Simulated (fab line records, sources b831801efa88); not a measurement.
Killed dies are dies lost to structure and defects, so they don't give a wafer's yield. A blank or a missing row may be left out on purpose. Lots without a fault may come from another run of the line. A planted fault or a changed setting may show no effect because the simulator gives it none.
A struck lot beside a sound one | flow sky130 | 42 steps out of a route of 708
Sound: wafers L178.2, L178.4, L178.5. Struck: wafers L190.4, L190.5, L190.6. The cause comes at the end.
At each step with rows: each side's tool, then ch and its chambers, then its first start. Under that, the readings that differ: sound wafers | struck wafers | difference of the means | sigmas: that difference in standard deviations of wafers without a fault.
alike: readings whose means differ by less than 2 such deviations, and words and numbers that are the same on both sides. not compared: withheld readings, readings that some wafer has no value for, bounds like >300 that may hide the same value, and numbers for which the record gives no deviation and whose values overlap.
The two part at a step that has a row with sigmas, a row that says differs or no value, or rows on one side only. Numbers that don't overlap but have no deviation are shown without sigmas and don't part them. A reading that every wafer of one side lacks parts them only if that side has two wafers or more.

first, 1 step without rows for these wafers: SKY_NWELL_IMPLANT_24.
SKY_NWELL_STRIP_25: strips in O2/N2.
  sound on plasma_asher-02 ch 0,1, day 6 15:58; struck on plasma_asher-03 ch 0,1, day 9 14:47
  alike: drypump_motor_current_A, oes_product_au, strip_time_to_endpoint_s
  not compared: rf_hours_counter_h
SKY_NWELL_TW_MEAS_26:
  sound on film_metro-04, day 6 16:04; struck on film_metro-01, day 9 14:53
  alike: NWELL_2_TW
then, 1 step without rows for these wafers: SKY_NWELL_CLEAN_27 (cleans in SC1/SC2, time 150 s).
SKY_NWELL_RTA_28: time 30 s.
  sound on rtp_anneal-01 ch 0, day 6 16:11; struck on rtp_anneal-01 ch 0, day 9 15:04
  alike: lamp_power_pct, ramp_up_c_per_s, wafer_temp_C_max
SKY_NWELL_RS_MEAS_29: measures by four-point-probe.
  sound on film_metro-03, day 6 16:17; struck on film_metro-03, day 9 15:11
  alike: NWELL_RS
SKY_NWELL_RS_MEAS_31: measures by four-point-probe.
  sound on film_metro-03, day 6 16:32; struck on film_metro-03, day 9 15:25
  alike: PWDE_RS
then, 4 steps without rows for these wafers: SKY_VT_ADJUST_HVTP_DEHYDRATE_00 (time 60 s); SKY_VT_ADJUST_HVTP_HMDS_01 (prime time 60 s); SKY_VT_ADJUST_HVTP_COAT_02 (resist thk 1140 nm); SKY_VT_ADJUST_HVTP_SOFTBAKE_03 (time 60 s).
SKY_VT_ADJUST_HVTP_EXPOSE_04: exposes mask HVTPM, target cd 380 nm.
  sound on iline_stepper-02 ch 0, day 7 01:52; struck on iline_stepper-01 ch 0, day 10 02:36
  reading | sound                   | struck                                                | difference | sigmas
  mask    | HVTPM#0 HVTPM#0 HVTPM#0 | HVN_STD_DERIVED#0 HVN_STD_DERIVED#0 HVN_STD_DERIVED#0 | differs    |
  alike: exposure_dose_mJ_cm2
then, 2 steps without rows for these wafers: SKY_VT_ADJUST_HVTP_PEB_05; SKY_VT_ADJUST_HVTP_DEVELOP_06 (develop time 60 s).
SKY_VT_ADJUST_HVTP_CD_MEAS_07: target cd 380 nm.
  sound on cd_sem-01, day 7 12:02; struck on cd_sem-02, day 10 12:50
  reading    | sound             | struck | difference                    | sigmas
  cd_nm (nm) | 380.8 380.7 379.0 | - - -  | no value on the struck wafers |
SKY_VT_ADJUST_HVTP_OVL_MEAS_08:
  sound on overlay-01, day 7 12:09; struck on overlay-01, day 10 12:55
  reading                 | sound       | struck | difference                    | sigmas
  VT_ADJUST_HVTP_OVL (nm) | 1.7 2.1 1.6 | - - -  | no value on the struck wafers |
then, 1 step without rows for these wafers: SKY_VT_ADJUST_HVTP_IMPLANT_09.
SKY_VT_ADJUST_HVTP_STRIP_10: strips in O2/N2.
  sound on plasma_asher-03 ch 0,1, day 7 12:20; struck on plasma_asher-03 ch 0,1, day 10 13:07
  alike: drypump_motor_current_A, oes_product_au, strip_time_to_endpoint_s
  not compared: rf_hours_counter_h
SKY_VT_ADJUST_HVTP_TW_MEAS_11:
  sound on film_metro-04, day 7 12:26; struck on film_metro-04, day 10 13:13
  reading           | sound          | struck   | difference | sigmas
  VT_ADJUST_HVTP_TW | 1352 1349 1356 | 30 30 30 | -1322      | -99 or more
then, 7 steps without rows for these wafers: SKY_VT_ADJUST_LVTN_DEHYDRATE_00 (time 60 s); SKY_VT_ADJUST_LVTN_HMDS_01 (prime time 60 s); SKY_VT_ADJUST_LVTN_COAT_02 (resist thk 3000 nm); SKY_VT_ADJUST_LVTN_SOFTBAKE_03; SKY_VT_ADJUST_LVTN_EXPOSE_04 (exposes mask NWM COMPLEMENT LESS NATIVE, target cd 840 nm); SKY_VT_ADJUST_LVTN_PEB_05; SKY_VT_ADJUST_LVTN_DEVELOP_06 (develop time 60 s).
SKY_VT_ADJUST_LVTN_OVL_MEAS_07:
  sound on overlay-02, day 8 08:28; struck on overlay-01, day 11 12:05
  alike: VT_ADJUST_LVTN_OVL
then, 1 step without rows for these wafers: SKY_VT_ADJUST_LVTN_IMPLANT_08.
SKY_VT_ADJUST_LVTN_STRIP_09: strips in O2/N2.
  sound on plasma_asher-02 ch 0,1, day 8 08:39; struck on plasma_asher-04 ch 0,1, day 11 12:17
  alike: drypump_motor_current_A, oes_product_au, strip_time_to_endpoint_s
  not compared: rf_hours_counter_h
SKY_VT_ADJUST_LVTN_TW_MEAS_10:
  sound on film_metro-04, day 8 08:46; struck on film_metro-01, day 11 12:23
  alike: VT_ADJUST_LVTN_TW
then, 7 steps without rows for these wafers: SKY_VT_ADJUST_LVTN_DEHYDRATE_11 (time 60 s); SKY_VT_ADJUST_LVTN_HMDS_12 (prime time 60 s); SKY_VT_ADJUST_LVTN_COAT_13 (resist thk 1140 nm); SKY_VT_ADJUST_LVTN_SOFTBAKE_14 (time 60 s); SKY_VT_ADJUST_LVTN_EXPOSE_15 (exposes mask HVN STD DERIVED, target cd 600 nm); SKY_VT_ADJUST_LVTN_PEB_16; SKY_VT_ADJUST_LVTN_DEVELOP_17 (develop time 60 s).
SKY_VT_ADJUST_LVTN_OVL_MEAS_18:
  sound on overlay-02, day 9 05:37; struck on overlay-02, day 12 11:50
  alike: VT_ADJUST_LVTN_01_OVL
then, 1 step without rows for these wafers: SKY_VT_ADJUST_LVTN_IMPLANT_19.
SKY_VT_ADJUST_LVTN_STRIP_20: strips in O2/N2.
  sound on plasma_asher-02 ch 0,1, day 9 05:48; struck on plasma_asher-04 ch 0,1, day 12 12:02
  alike: drypump_motor_current_A, oes_product_au, strip_time_to_endpoint_s
  not compared: rf_hours_counter_h
SKY_VT_ADJUST_LVTN_TW_MEAS_21:
  sound on film_metro-04, day 9 05:55; struck on film_metro-04, day 12 12:08
  reading             | sound             | struck               | difference | sigmas
  VT_ADJUST_LVTN_2_TW | 186.9 186.7 186.6 | 1353.5 1351.5 1349.2 | +1164.7    | +99 or more
-- the record jumps here: 38 days lie between the struck wafers' starts before and after (it left off in module VT_ADJUST_LVTN and takes up again in module PAD_OPEN, whose first step shown is number 708 of the route) --
SKY_PAD_OPEN_PROBE_99:
  sound on prober-01, day 47 09:37; struck on prober-02, day 50 22:26
  reading             | sound     | struck      | difference | sigmas
  killed_at_front_end | 24 11 22  | 409 426 416 | +398       | +87
  killed_dies         | 121 75 95 | 492 492 492 | +395       | +44
  killed_on_rim       | 22 10 16  | 96 96 96    | +80        | +22
  alike: killed_at_M0_to_M3, killed_at_M4_up, killed_at_contacts, killed_at_other, killed_open, killed_short

WHERE THEY PART
First at SKY_VT_ADJUST_HVTP_EXPOSE_04; last, within this record, at SKY_PAD_OPEN_PROBE_99.

WHY: what the simulator had put in
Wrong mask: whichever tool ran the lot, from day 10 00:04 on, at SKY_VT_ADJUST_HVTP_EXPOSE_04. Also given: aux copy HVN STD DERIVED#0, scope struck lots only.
